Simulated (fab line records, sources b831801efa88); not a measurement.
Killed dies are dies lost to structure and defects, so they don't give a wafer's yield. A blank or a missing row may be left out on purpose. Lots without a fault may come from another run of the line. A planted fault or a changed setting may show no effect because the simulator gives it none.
fab line records | flow gf180mcu | part 1 of 2: steps 1 to 31 of 44
record lots=5 wafers=15 last_day=34
route steps=602 shown DUAL_GATE@155 POLY_GATE@157 HV_LDD@176
lots that met no fault: from a run of the same line without faults
start_h: hours from the record's first day to the start of the lot's first wafer shown | wait_h: hours since the lot's step before | " the same as in the row above | L1.1+2: a row that stands for several wafers | - no value, or no start given | * or withheld: withheld | < > ~ a bound
route shown NAME@n: a module of which the file shows steps, and the number in the route of the first | usual: mean/standard deviation of fault-free wafers | same: alike in all rows | chamber/n: place in a boat | sites: the reading at each site | _std_site: their standard deviation | _edge_site: outer sites' mean less inner sites' | radius_mm: how far each site lies from the wafer's centre | mask NAME#n: copy n | behind: the tool/chamber that last shaped the wafer | hold: why the lot was held/for how many hours/how that ended | device: the transistor (n, p or np) that didn't switch | end of line: the same wafers' tests at the end of the route | a step without rows: its recipe alone | killed: dies lost to structure and defects at the first sort, not the wafer's yield | map: a wafer's dies, x killed, . not, _ none there
set.NAME: the setting as run; set.NAME@STEP: as run at that earlier step | model.NAME: the simulator's own value behind a step, which no gauge read
lots at some steps of the route; a table a step, a row a wafer
services: from which hour (start_h, from the record's first day; less than 0 if before it) a tool's chamber was out of use, for how many hours, and why
## steps
# step GF_DUAL_GATE_CLEAN_14
# recipe chemistry=SC1/SC2 mix=1:4:20 temp_c=70 time_s=150 dry=n2_spin
# columns lot.wafer tool chamber start_h wait_h
L074.1+2+4 wet_bench-01 0 175.92 0.1
L081.1+2+4 wet_bench-01 3 226.49 0.1
L083.2+4+5 wet_bench-04 1 237.97 0.1
L088.1+3+6 wet_bench-04 2 273.77 0.1
L094.1+5+6 wet_bench-01 2 315.79 0.1
# step GF_DUAL_GATE_OXIDATION_15
# recipe temp_c=850 ambient=O2 stabilise_s=600 purge_s=300 target_thk_a=70.98 ox_time_s=1995
# usual zone_power_centre_pct=15.8/1.5
# columns lot.wafer tool chamber start_h wait_h zone_power_centre_pct
L074.1 furnace-02 0 176.51 0.5 14.2
L074.2 " 0 " " 14.3
L074.4 " 0 " " 14.2
L081.1 furnace-01 0 226.54 0.0 17.2
L081.2 " 0 " " 17.5
L081.4 " 0 " " 17.5
L083.2 furnace-02 0 238.03 0.0 14.4
L083.4 " 0 " " 14.5
L083.5 " 0 " " 14.6
L088.1 furnace-02 0 277.73 3.9 14.4
L088.3 " 0 " " 14.3
L088.6 " 0 " " 14.6
L094.1 furnace-01 0 317.07 1.2 17.0
L094.5 " 0 " " 17.4
L094.6 " 0 " " 17.0
# step GF_POLY_GATE_CVD_00
# recipe material=poly-Si target_thk_nm=200 temp_c=620 time_s=1200 pressure_mtorr=200
# usual zone_power_centre_pct=9.7/0.49
# columns lot.wafer tool chamber start_h wait_h zone_power_centre_pct
L074.1 lpcvd-01 0 178.07 0.0 9.2
L074.2 " 0 " " 9.4
L074.4 " 0 " " 9.1
L081.1 lpcvd-02 1 228.53 0.4 9.8
L081.2 " 1 " " 9.8
L081.4 " 1 " " 9.7
L083.2 lpcvd-01 1 239.58 0.0 10.4
L083.4 " 1 " " 10.7
L083.5 " 1 " " 10.4
L088.1 lpcvd-01 0 279.29 0.0 9.4
L088.3 " 0 " " 9.3
L088.6 " 0 " " 9.4
L094.1 lpcvd-02 0 318.62 0.0 9.4
L094.5 " 0 " " 9.3
L094.6 " 0 " " 9.4
# step GF_POLY_GATE_THK_MEAS_01
# recipe reads=poly-Si_of_POLY_GATE_CVD_00
# usual POLY_GATE_CVD_00_THK=199.9/1.6
# columns lot.wafer tool chamber start_h wait_h POLY_GATE_CVD_00_THK[nm]
L074.1 film_metro-02 - 179.40 0.0 203.6
L074.2 " - " " 202.7
L074.4 " - " " 199.7
L081.1 film_metro-03 - 230.53 0.0 198.3
L081.2 " - " " 198.9
L081.4 " - " " 199.6
L083.2 film_metro-03 - 240.92 0.0 197.6
L083.4 " - " " 198.1
L083.5 " - " " 199.2
L088.1 film_metro-03 - 280.62 0.0 201.8
L088.3 " - " " 201.9
L088.6 " - " " 200.8
L094.1 film_metro-03 - 319.96 0.0 201.9
L094.5 " - " " 201.1
L094.6 " - " " 201.4
# step GF_POLY_GATE_DEHYDRATE_02
# recipe temp_c=200 time_s=60
# columns lot.wafer tool chamber start_h wait_h
L074.1+2+4 litho_track-01 0 186.73 7.3
L081.1+2+4 litho_track-04 0 239.64 9.1
L083.2+4+5 litho_track-04 0 249.91 9.0
L088.1+3+6 litho_track-01 0 289.42 8.8
L094.1+5+6 litho_track-01 0 329.52 9.6
# step GF_POLY_GATE_HMDS_03
# recipe prime_time_s=60 prime_temp_c=120
# columns lot.wafer tool chamber start_h wait_h
L074.1+2+4 litho_track-01 0 186.88 0.1
L081.1+2+4 litho_track-04 0 239.79 0.1
L083.2+4+5 litho_track-04 0 250.06 0.1
L088.1+3+6 litho_track-01 0 289.57 0.1
L094.1+5+6 litho_track-01 0 329.67 0.1
# step GF_POLY_GATE_COAT_04
# recipe resist=BARC temp_c=withheld time_s=withheld spin_rpm=withheld resist_thk_nm=withheld
# columns lot.wafer tool chamber start_h wait_h
L074.1+2+4 litho_track-01 0 187.03 0.1
L081.1+2+4 litho_track-04 0 239.94 0.1
L083.2+4+5 litho_track-04 0 250.21 0.1
L088.1+3+6 litho_track-01 0 289.72 0.1
L094.1+5+6 litho_track-01 0 329.82 0.1
# step GF_POLY_GATE_COAT_05
# recipe resist=KrF spin_rpm=withheld resist_thk_nm=700
# columns lot.wafer tool chamber start_h wait_h
L074.1+2+4 litho_track-01 0 - -
L081.1+2+4 litho_track-04 0 - -
L083.2+4+5 litho_track-04 0 - -
L088.1+3+6 litho_track-01 0 - -
L094.1+5+6 litho_track-01 0 - -
# step GF_POLY_GATE_SOFTBAKE_06
# recipe temp_c=130 time_s=60 resist=KrF
# columns lot.wafer tool chamber start_h wait_h
L074.1+2+4 litho_track-01 0 - -
L081.1+2+4 litho_track-04 0 - -
L083.2+4+5 litho_track-04 0 - -
L088.1+3+6 litho_track-01 0 - -
L094.1+5+6 litho_track-01 0 - -
# step GF_POLY_GATE_EXPOSE_07
# recipe mask_id=Poly2 target_cd_nm=280 na=0.68 source_shape=conventional sigma_outer=0.6 dose_mj=28
# columns lot.wafer tool chamber start_h wait_h mask
L074.1+2+4 krf_scanner-02 0 - - Poly2#0
L081.1+2+4 krf_scanner-02 0 - - Poly2#0
L083.2+4+5 krf_scanner-01 0 - - Poly2#0
L088.1+3+6 krf_scanner-02 0 - - Poly2#0
L094.1+5+6 krf_scanner-02 0 - - Poly2#0
# step GF_POLY_GATE_PEB_08
# recipe peb_temp_c=135 peb_time_s=90 resist=KrF
# columns lot.wafer tool chamber start_h wait_h
L074.1+2+4 litho_track-02 0 - -
L081.1+2+4 litho_track-02 0 - -
L083.2+4+5 litho_track-01 0 - -
L088.1+3+6 litho_track-01 0 - -
L094.1+5+6 litho_track-01 0 - -
# step GF_POLY_GATE_DEVELOP_09
# recipe develop_time_s=60 resist=KrF dev_temp_c=21
# columns lot.wafer tool chamber start_h wait_h
L074.1+2+4 litho_track-02 0 195.50 0.2
L081.1+2+4 litho_track-02 0 249.24 0.2
L083.2+4+5 litho_track-01 0 259.40 0.2
L088.1+3+6 litho_track-01 0 299.72 0.2
L094.1+5+6 litho_track-01 0 340.97 0.2
# step GF_POLY_GATE_CD_MEAS_10
# recipe target_cd_nm=280
# usual cd_nm=280.1/1.2
# columns lot.wafer tool chamber start_h wait_h cd_nm
L074.1 cd_sem-02 - 195.65 0.1 280.6
L074.2 " - " " 279.9
L074.4 " - " " 279.8
L081.1 cd_sem-02 - 249.39 0.1 280.0
L081.2 " - " " 279.0
L081.4 " - " " 281.2
L083.2 cd_sem-01 - 259.54 0.1 279.5
L083.4 " - " " 280.8
L083.5 " - " " 280.6
L088.1 cd_sem-01 - 299.87 0.1 281.4
L088.3 " - " " 281.3
L088.6 " - " " 280.8
L094.1 cd_sem-02 - 341.12 0.1 278.6
L094.5 " - " " 279.1
L094.6 " - " " 278.6
# step GF_POLY_GATE_OVL_MEAS_11
# usual POLY_GATE_OVL=1/5.8
# columns lot.wafer tool chamber start_h wait_h POLY_GATE_OVL[nm]
L074.1 overlay-01 - 195.77 0.1 3
L074.2 " - " " 8
L074.4 " - " " 8
L081.1 overlay-01 - 249.51 0.1 2
L081.2 " - " " -8
L081.4 " - " " -3
L083.2 overlay-01 - 259.65 0.1 8
L083.4 " - " " 7
L083.5 " - " " 13
L088.1 overlay-01 - 299.99 0.1 4
L088.3 " - " " -2
L088.6 " - " " -2
L094.1 overlay-01 - 341.24 0.1 -6
L094.5 " - " " 0
L094.6 " - " " -4
# step GF_POLY_GATE_ETCH_12
# recipe chemistry=N2/H2 target_depth_a=withheld overetch_a=withheld time_s=withheld target=BARC ion_energy_ev=200 source_w=500 bias_w=100 pressure_mtorr=30 n2_flow_sccm=100 h2_flow_sccm=200
# usual drypump_motor_current_A=5.4/0.45 oes_product_au=0.736/0.0047 throttle_valve_pct=13.214/0.0089
# columns lot.wafer tool chamber start_h wait_h drypump_motor_current_A oes_product_au throttle_valve_pct
L074.1 rie_diel-04 0 195.80 0.0 4.8 0.733 13.185
L074.2 " 1 " " 5.7 0.733 13.218
L074.4 " 3 " " 5.3 0.736 13.222
L081.1 rie_diel-02 3 249.55 0.0 5.1 0.732 13.218
L081.2 " 0 " " 6.0 0.741 13.202
L081.4 " 0 " " 6.0 0.739 13.203
L083.2 rie_diel-02 0 259.68 0.0 6.0 0.739 13.220
L083.4 " 1 " " 5.3 0.746 13.231
L083.5 " 3 " " 5.1 0.741 13.219
L088.1 rie_diel-04 3 300.03 0.0 5.3 0.735 13.212
L088.3 " 0 " " 4.8 0.730 13.212
L088.6 " 1 " " 5.7 0.743 13.205
L094.1 rie_diel-02 1 341.28 0.0 5.3 0.729 13.207
L094.5 " 0 " " 6.0 0.733 13.220
L094.6 " 3 " " 5.0 0.743 13.223
# step GF_POLY_GATE_ETCH_13
# recipe target=poly-Si target_depth_nm=198.5 stop_on=SiO2 over_etch_frac=0.403 chemistry=HBr/Cl2 icp_w=400 bias_w=100 pressure_mtorr=10 HBr_flow_sccm=150 Cl2_flow_sccm=50 time_s=69.6
# usual drypump_motor_current_A=5.6/0.39 he_backside_leak_sccm=2.62/0.27 oes_product_au=0.990/0.0091 throttle_valve_pct=33.684/0.0093
# columns lot.wafer tool chamber start_h wait_h drypump_motor_current_A he_backside_leak_sccm oes_product_au rf_hours_counter_h throttle_valve_pct
L074.1 rie_si-01 2 195.85 - 5.4 2.67 1.010 11 33.678
L074.2 " 3 " " 5.2 2.62 0.996 1 33.679
L074.4 " 1 " " 5.5 2.57 0.977 59 33.694
L081.1 rie_si-02 0 249.60 - 6.0 2.61 0.994 2 33.682
L081.2 " 3 " " 6.2 2.84 0.995 1 33.689
L081.4 " 2 " " 5.2 2.96 0.986 88 33.690
L083.2 rie_si-02 2 259.73 - 5.2 2.95 0.979 88 33.675
L083.4 " 0 " " 6.0 2.72 0.987 2 33.685
L083.5 " 2 " " 5.2 3.03 0.970 - 33.696
L088.1 rie_si-02 2 300.08 - 5.2 3.11 0.978 88 33.692
L088.3 " 3 " " 6.2 2.62 0.999 2 33.687
L088.6 " 0 " " 6.0 2.54 0.983 - 33.675
L094.1 rie_si-01 1 341.33 - 5.4 2.58 0.992 60 33.703
L094.5 " 1 " " 5.5 2.91 0.984 - 33.689
L094.6 " 2 " " 5.4 2.77 0.999 - 33.673
# step GF_POLY_GATE_STRIP_14
# recipe chemistry=O2/N2 power_w=1400 pressure_mtorr=1500 platen_temp_c=250 o2_flow_sccm=3000 n2_flow_sccm=300 overash_fraction=0.5
# usual drypump_motor_current_A=5.7/0.47 heater_power_w=335/22 oes_product_au=0.505/0.0045
# columns lot.wafer tool chamber start_h wait_h drypump_motor_current_A heater_power_w oes_product_au rf_hours_counter_h
L074.1 plasma_asher-02 1 195.91 0.0 5.6 384 0.507 53
L074.2 " 0 " " 6.6 340 0.508 53
L074.4 " 1 " " 5.6 371 0.509 -
L081.1 plasma_asher-03 1 249.66 0.0 6.0 313 0.501 58
L081.2 " 0 " " 5.2 325 0.504 58
L081.4 " 0 " " 5.2 321 0.509 -
L083.2 plasma_asher-02 0 259.79 0.0 6.6 337 0.510 59
L083.4 " 0 " " 6.6 340 0.500 -
L083.5 " 1 " " 5.6 374 0.511 -
L088.1 plasma_asher-03 1 300.14 0.0 6.0 316 0.504 63
L088.3 " 0 " " 5.2 328 0.507 -
L088.6 " 1 " " 6.0 310 0.509 -
L094.1 plasma_asher-02 0 341.38 0.0 6.6 341 0.507 68
L094.5 " 0 " " 6.6 340 0.502 -
L094.6 " 1 " " 5.6 371 0.507 -
# step GF_POLY_GATE_CLEAN_15
# recipe chemistry=SC1/SC2 mix=1:4:20 temp_c=70 time_s=150 dry=n2_spin
# columns lot.wafer tool chamber start_h wait_h
L074.1+2+4 wet_bench-02 3 196.01 0.1
L081.1+2+4 wet_bench-03 3 249.76 0.1
L083.2+4+5 wet_bench-02 1 259.89 0.1
L088.1+3+6 wet_bench-03 3 300.24 0.1
L094.1+5+6 wet_bench-02 2 341.48 0.1
# step GF_POLY_GATE_OXIDATION_16
# recipe temp_c=850 ambient=O2 stabilise_s=600 purge_s=300 target_thk_a=40 ox_time_s=899
# usual zone_power_centre_pct=15.8/1.4
# columns lot.wafer tool chamber start_h wait_h zone_power_centre_pct
L074.1 furnace-01 0 196.51 0.5 17.4
L074.2 " 0 " " 17.1
L074.4 " 0 " " 17.4
L081.1 furnace-01 0 249.86 0.0 17.5
L081.2 " 0 " " 17.1
L081.4 " 0 " " 17.1
L083.2 furnace-01 0 259.94 0.0 17.3
L083.4 " 0 " " 17.0
L083.5 " 0 " " 17.1
L088.1 furnace-02 0 301.37 1.1 14.4
L088.3 " 0 " " 14.4
L088.6 " 0 " " 14.7
L094.1 furnace-02 0 341.53 0.0 14.2
L094.5 " 0 " " 14.3
L094.6 " 0 " " 14.1
# step GF_POLY_GATE_THK_MEAS_17
# recipe reads=SiO2_of_POLY_GATE_OXIDATION_16
# usual POLY_GATE_OXIDATION_THK=3.94/0.11
# columns lot.wafer tool chamber start_h wait_h POLY_GATE_OXIDATION_THK[nm]
L074.1 film_metro-01 - 197.76 0.0 4.02
L074.2 " - " " 4.04
L074.4 " - " " 4.10
L081.1 film_metro-02 - 251.11 0.0 3.95
L081.2 " - " " 3.94
L081.4 " - " " 3.95
L083.2 film_metro-02 - 261.20 0.0 3.89
L083.4 " - " " 3.91
L083.5 " - " " 3.94
L088.1 film_metro-03 - 302.62 0.0 3.89
L088.3 " - " " 3.78
L088.6 " - " " 3.86
L094.1 film_metro-03 - 342.78 0.0 4.02
L094.5 " - " " 3.95
L094.6 " - " " 3.89
# step GF_POLY_GATE_CD_MEAS_18
# usual cd_nm=279.6/1.8
# columns lot.wafer tool chamber start_h wait_h cd_nm
L074.1 cd_sem-02 - 197.82 0.1 280.1
L074.2 " - " " 277.4
L074.4 " - " " 279.6
L081.1 cd_sem-02 - 251.17 0.1 279.8
L081.2 " - " " 279.6
L081.4 " - " " 281.3
L083.2 cd_sem-01 - 261.28 0.1 280.4
L083.4 " - " " 278.7
L083.5 " - " " 281.8
L088.1 cd_sem-01 - 302.68 0.1 281.7
L088.3 " - " " 280.1
L088.6 " - " " 277.8
L094.1 cd_sem-01 - 342.84 0.1 277.3
L094.5 " - " " 279.0
L094.6 " - " " 280.1
# step GF_HV_LDD_DEHYDRATE_00
# recipe temp_c=200 time_s=60
# columns lot.wafer tool chamber start_h wait_h
L074.1+2+4 litho_track-02 0 206.35 8.5
L081.1+2+4 litho_track-04 0 260.24 9.0
L083.2+4+5 litho_track-03 0 270.43 9.1
L088.1+3+6 litho_track-02 0 312.39 9.7
L094.1+5+6 litho_track-02 0 353.19 10.3
# step GF_HV_LDD_HMDS_01
# recipe prime_time_s=60 prime_temp_c=120
# columns lot.wafer tool chamber start_h wait_h
L074.1+2+4 litho_track-02 0 206.50 0.1
L081.1+2+4 litho_track-04 0 260.39 0.1
L083.2+4+5 litho_track-03 0 270.58 0.1
L088.1+3+6 litho_track-02 0 312.54 0.1
L094.1+5+6 litho_track-02 0 353.34 0.1
# step GF_HV_LDD_COAT_02
# recipe resist=NOVOLAK spin_rpm=3000 resist_thk_nm=1000
# columns lot.wafer tool chamber start_h wait_h
L074.1+2+4 litho_track-02 0 206.65 0.1
L081.1+2+4 litho_track-04 0 260.54 0.1
L083.2+4+5 litho_track-03 0 270.73 0.1
L088.1+3+6 litho_track-02 0 312.69 0.1
L094.1+5+6 litho_track-02 0 353.49 0.1
# step GF_HV_LDD_SOFTBAKE_03
# recipe temp_c=90 time_s=60 resist=NOVOLAK
# columns lot.wafer tool chamber start_h wait_h
L074.1+2+4 litho_track-02 0 206.80 0.1
L081.1+2+4 litho_track-04 0 260.69 0.1
L083.2+4+5 litho_track-03 0 270.88 0.1
L088.1+3+6 litho_track-02 0 312.84 0.1
L094.1+5+6 litho_track-02 0 353.64 0.1
# step GF_HV_LDD_EXPOSE_04
# recipe mask_id=Nplus_LV_AREA target_cd_nm=400 na=0.6 source_shape=conventional sigma_outer=0.6 dose_mj=140
# columns lot.wafer tool chamber start_h wait_h mask
L074.1+2+4 iline_stepper-02 0 - - Nplus_LV_AREA#0
L081.1+2+4 iline_stepper-01 0 - - Nplus_LV_AREA#0
L083.2+4+5 iline_stepper-01 0 - - Nplus_LV_AREA#0
L088.1+3+6 iline_stepper-02 0 - - Nplus_LV_AREA#0
L094.1+5+6 iline_stepper-02 0 - - Nplus_LV_AREA#0
# step GF_HV_LDD_PEB_05
# recipe temp_c=withheld time_s=* resist=NOVOLAK
# columns lot.wafer tool chamber start_h wait_h
L074.1+2+4 litho_track-04 0 - -
L081.1+2+4 litho_track-04 0 - -
L083.2+4+5 litho_track-02 0 - -
L088.1+3+6 litho_track-02 0 - -
L094.1+5+6 litho_track-02 0 - -
# step GF_HV_LDD_DEVELOP_06
# recipe develop_time_s=60 dev_temp_c=23
# columns lot.wafer tool chamber start_h wait_h
L074.1+2+4 litho_track-04 0 215.79 0.1
L081.1+2+4 litho_track-04 0 269.94 0.1
L083.2+4+5 litho_track-02 0 280.37 0.1
L088.1+3+6 litho_track-02 0 323.19 0.1
L094.1+5+6 litho_track-02 0 364.29 0.1
# step GF_HV_LDD_CD_MEAS_07
# recipe target_cd_nm=400
# usual cd_nm=399.3/1.5
# columns lot.wafer tool chamber start_h wait_h cd_nm
L074.1 cd_sem-02 - 215.94 0.1 399.7
L074.2 " - " " 398.6
L074.4 " - " " 399.3
L081.1 cd_sem-02 - 270.09 0.1 399.2
L081.2 " - " " 398.5
L081.4 " - " " 400.4
L083.2 cd_sem-01 - 280.51 0.1 397.2
L083.4 " - " " 398.6
L083.5 " - " " 398.9
L088.1 cd_sem-02 - 323.34 0.1 401.1
L088.3 " - " " 399.9
L088.6 " - " " 400.1
L094.1 cd_sem-01 - 364.44 0.1 398.8
L094.5 " - " " 397.4
L094.6 " - " " 400.2
# step GF_HV_LDD_OVL_MEAS_08
# usual HV_LDD_OVL=0.1/1.3
# columns lot.wafer tool chamber start_h wait_h HV_LDD_OVL[nm]
L074.1 overlay-02 - 216.06 0.1 0.4
L074.2 " - " " -0.3
L074.4 " - " " 0.0
L081.1 overlay-02 - 270.21 0.1 0.6
L081.2 " - " " 1.2
L081.4 " - " " -1.0
L083.2 overlay-01 - 280.62 0.1 1.6
L083.4 " - " " 1.9
L083.5 " - " " 4.5
L088.1 overlay-01 - 323.46 0.1 0.8
L088.3 " - " " 2.2
L088.6 " - " " 0.4
L094.1 overlay-01 - 364.56 0.1 -2.6
L094.5 " - " " -1.1
L094.6 " - " " -1.1
# step GF_HV_LDD_IMPLANT_09
# recipe species=As energy_kev=40 dose_cm2=1e+14 tilt_deg=7
# usual dose_ions_cm2=1e+14/9.8e+10 end_station_pressure_torr=5.46e-06/2.9e-07
# columns lot.wafer tool chamber start_h wait_h dose_ions_cm2 end_station_pressure_torr
L074.1 implanter-02 0 216.09 0.0 1.0001e+14 5.45e-06
L074.2 " 0 " " 9.998e+13 5.38e-06
L074.4 " 0 " " 9.987e+13 5.53e-06
L081.1 implanter-04 0 270.24 0.0 1.0003e+14 5.45e-06
L081.2 " 0 " " 1.0002e+14 5.53e-06
L081.4 " 0 " " 1.0001e+14 5.31e-06
L083.2 implanter-03 0 280.68 0.0 9.999e+13 5.29e-06
L083.4 " 0 " " 9.984e+13 5.49e-06
L083.5 " 0 " " 1e+14 5.26e-06
L088.1 implanter-02 0 323.50 0.0 1.0014e+14 5.68e-06
L088.3 " 0 " " 9.998e+13 4.99e-06
L088.6 " 0 " " 1.0001e+14 5.22e-06
L094.1 implanter-03 0 364.60 0.0 1.0002e+14 5.74e-06
L094.5 " 0 " " 1.0011e+14 5.57e-06
L094.6 " 0 " " 1.0012e+14 5.82e-06
